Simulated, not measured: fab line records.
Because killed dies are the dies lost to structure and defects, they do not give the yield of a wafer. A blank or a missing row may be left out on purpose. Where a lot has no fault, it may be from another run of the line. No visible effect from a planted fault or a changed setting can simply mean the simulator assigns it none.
8D (eight disciplines) problem report, filled in by code | flow sky130 | the parts of the form that need people (team, actions taken, sign-off) are left out

## 1. THE ISSUE
METAL2_ALCU_RS at SKY_METAL2_RS_MEAS_05 reads a mean of 0.1633 ohm/sq on 1 wafer of 1 lot; wafers without a fault read 0.1262 ohm/sq with a standard deviation of 0.0015. Measured from the usual mean, that is +25 standard deviations.
The step: measures by four-point-probe.
The first sign was on wafer L466.3 at day 39 09:40, on film metro-02. The record has a number at this step for 29 wafers belonging to 10 lots. The rule behind "out" and "out of limits": a value lying over 4 standard deviations away from the usual mean. The rest of the wafers with a number are treated as sound.

## 2. WHAT THIS IS AND IS NOT
question                    | is                | is not
which readings at this step | METAL2_ALCU_RS    | -
which lots                  | L466              | L452, L454, L455, L456, L457, L463, L469, L473, L474
which wafers of those lots  | L466.3            | L466.5
read on which gauges        | film metro-02     | film metro-01, film metro-03
when                        | from day 39 09:40 | up to then (19 sound wafers); but 9 sound wafers of L469, L473, L474 came after

## 3. WHAT RULES OUT EACH SUSPECT
Counting: any tool at a process step up to the reading remains a suspect provided it ran every lot that is out. Sound lots after the first of them don't rule it out here, since some wafers of a struck lot are sound.
- the gauge at SKY_METAL2_RS_MEAS_05: ruled out. All the wafers that are out were read on film metro-02, but those of them that SKY_METAL2_METAL_ETCH_19 has rows for are out there too, on other tools.
- plasma asher-04 at SKY_LDD_HVP_STRIP_09 (strips in O2/N2): kept. It ran the lot that is out, L466 (day 27 12:23); its last sound lot up to then is L463 (day 26 08:48).
- pvd sputter-04 at SKY_METAL2_SPUTTER_02 (material AlCu, target thk 250 nm, time 13.3 s): kept. It ran the lot that is out, L466 (day 39 09:32); its last sound lot up to then is L457 (day 36 09:22).
After counting, plasma asher-04 at SKY_LDD_HVP_STRIP_09 and pvd sputter-04 at SKY_METAL2_SPUTTER_02 remain.

## 4. THE CAUSE (what the simulator had put in)
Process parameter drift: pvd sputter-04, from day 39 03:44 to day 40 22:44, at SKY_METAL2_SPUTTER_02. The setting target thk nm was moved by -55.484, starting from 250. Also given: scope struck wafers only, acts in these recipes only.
Counting left 2 suspects, and this tool is among them.

## 5. THE CHAIN OF EFFECTS, in route order
Each row: a reading whose mean over the struck wafers that have a number lies more than 3 standard deviations from the usual. Readings are gone through only where the record gives a usual standard deviation; hours: the median, over the lots, of the time from a lot's start at the first step in this table giving one to that lot's start at this step; sigmas: the change measured in usual standard deviations.
hours | step                     | reading         | usual         | on struck wafers | change  | sigmas
0     | SKY_METAL2_RS_MEAS_05    | METAL2_ALCU_RS  | 0.1262 ohm/sq | 0.1633           | +0.0371 | +25
0     | SKY_METAL2_THK_MEAS_06   | METAL2_ALCU_THK | 254 nm        | 198              | -56     | -18
25    | SKY_METAL2_METAL_ETCH_19 | oes product au  | 0.856 a.u.    | 0.815            | -0.041  | -6.8
Here are the process steps it includes:
- SKY_METAL2_METAL_ETCH_19: etches the open film in Cl2/BCl3, stops on SiO2, target depth 360 nm, time 78 s.

## 6. HOW IT WOULD HAVE BEEN CAUGHT EARLIER
The first out-of-limits reading at a measuring or inspecting step in this record came at day 39 09:40, 6 hours after the fault's start at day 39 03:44.
An alarm limit of 4 standard deviations would not have fired on the tool readings at SKY_METAL2_SPUTTER_02 for which the record gives a usual standard deviation, since none of them was out on any struck wafer.
Each of the lots that are out, 1 in all, had begun SKY_METAL2_SPUTTER_02 on pvd sputter-04 no later than day 39 09:40. Holding the tool at that point would not have protected any of them.
